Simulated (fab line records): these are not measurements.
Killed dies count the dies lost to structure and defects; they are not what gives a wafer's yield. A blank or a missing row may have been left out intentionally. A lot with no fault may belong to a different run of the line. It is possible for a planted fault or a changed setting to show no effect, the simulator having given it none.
Tool commonality check + flow sky130 + Sample size 9 lots and 27 wafers

WHY IT WAS OPENED
2 of 9 lots carry a flag on the reading VT_ADJUST_NCORE_TW at SKY_VT_ADJUST_NCORE_TW_MEAS_11. No-fault wafers: 219.7, standard deviation 2.6.
Rule: a lot gets a flag if all its wafers with a number sit over 4 standard deviations from that mean, or if no wafer of it has a number. As for the other lots, they are considered sound.

| lot  | measured     | on            | VT_ADJUST_NCORE_TW, wafer by wafer | flag    |
|------|--------------|---------------|------------------------------------|---------|
| L465 | day 8 13:43  | film-metro-04 | 224.3 224.1 222.9                  |         |
| L466 | day 8 15:34  | film-metro-02 | 217.4 216.9 218.1                  |         |
| L467 | day 9 06:06  | film-metro-03 | 218.0 218.8 218.3                  |         |
| L475 | day 11 13:08 | film-metro-04 | 208.6 207.4 207.6                  | FLAGGED |
| L477 | day 12 06:35 | film-metro-02 | 203.8 204.2 204.0                  | FLAGGED |
| L479 | day 12 12:23 | film-metro-03 | 217.2 217.9 217.0                  |         |
| L480 | day 13 03:51 | film-metro-03 | 217.6 218.1 217.7                  |         |
| L487 | day 15 00:02 | film-metro-03 | 217.6 217.3 217.3                  |         |
| L488 | day 15 16:52 | film-metro-02 | 215.2 215.7 215.4                  |         |
On average the flagged lots' numbers are 205.9, which is -13.8 against the usual, or -5 standard deviations.

WHICH TOOL RAN EACH LOT
The record keeps 1 process step preceding the reading, out of 708 steps on the route. Cell contents, in order: the tool; ch with the chambers the sampled wafers went through; the start.
| lot  | flag    | SKY_VT_ADJUST_NCORE_IMPLANT_09  |
|------|---------|---------------------------------|
| L465 |         | implanter-04 ch 0, day 8 13:30  |
| L466 |         | implanter-04 ch 0, day 8 15:19  |
| L467 |         | implanter-03 ch 0, day 9 05:51  |
| L475 | FLAGGED | implanter-03 ch 0, day 11 12:53 |
| L477 | FLAGGED | implanter-03 ch 0, day 12 06:23 |
| L479 |         | implanter-02 ch 0, day 12 12:10 |
| L480 |         | implanter-02 ch 0, day 13 03:37 |
| L487 |         | implanter-02 ch 0, day 14 23:47 |
| L488 |         | implanter-03 ch 0, day 15 16:37 |
What these steps do:
- SKY_VT_ADJUST_NCORE_IMPLANT_09
- SKY_VT_ADJUST_NCORE_TW_MEAS_11

FLAGGED AGAINST TOTAL, ONE TOOL AT A TIME (gauges that did the reading follow at the end)
| step                           | tool          | lots run | flagged | share of the flagged lots | sound lots run after its first flagged lot |
|--------------------------------|---------------|----------|---------|---------------------------|--------------------------------------------|
| SKY_VT_ADJUST_NCORE_IMPLANT_09 | implanter-02  | 3        | 0       | none                      | -                                          |
| SKY_VT_ADJUST_NCORE_IMPLANT_09 | implanter-03  | 4        | 2       | all                       | 1 (L488)                                   |
| SKY_VT_ADJUST_NCORE_IMPLANT_09 | implanter-04  | 2        | 0       | none                      | -                                          |
| SKY_VT_ADJUST_NCORE_TW_MEAS_11 | film-metro-02 | 3        | 1       | some                      | 1 (L488)                                   |
| SKY_VT_ADJUST_NCORE_TW_MEAS_11 | film-metro-03 | 4        | 0       | none                      | -                                          |
| SKY_VT_ADJUST_NCORE_TW_MEAS_11 | film-metro-04 | 2        | 1       | some                      | 0                                          |

WHAT THE TABLE ALLOWS
In the table, 1 row covers all flagged lots: implanter-03 at SKY_VT_ADJUST_NCORE_IMPLANT_09.
- implanter-03 at SKY_VT_ADJUST_NCORE_IMPLANT_09: 2 of its 4 lots flagged. Sound lots ran on it after the first flagged one (L488), which a lasting fault on the whole tool wouldn't allow. Its own readings lie more than 4 standard deviations out on every wafer of the flagged lots: beam-energy-keV.
There is no row in the table that ran each flagged lot and no sound lot after the first.

WHAT THE SIMULATOR HAD INSERTED
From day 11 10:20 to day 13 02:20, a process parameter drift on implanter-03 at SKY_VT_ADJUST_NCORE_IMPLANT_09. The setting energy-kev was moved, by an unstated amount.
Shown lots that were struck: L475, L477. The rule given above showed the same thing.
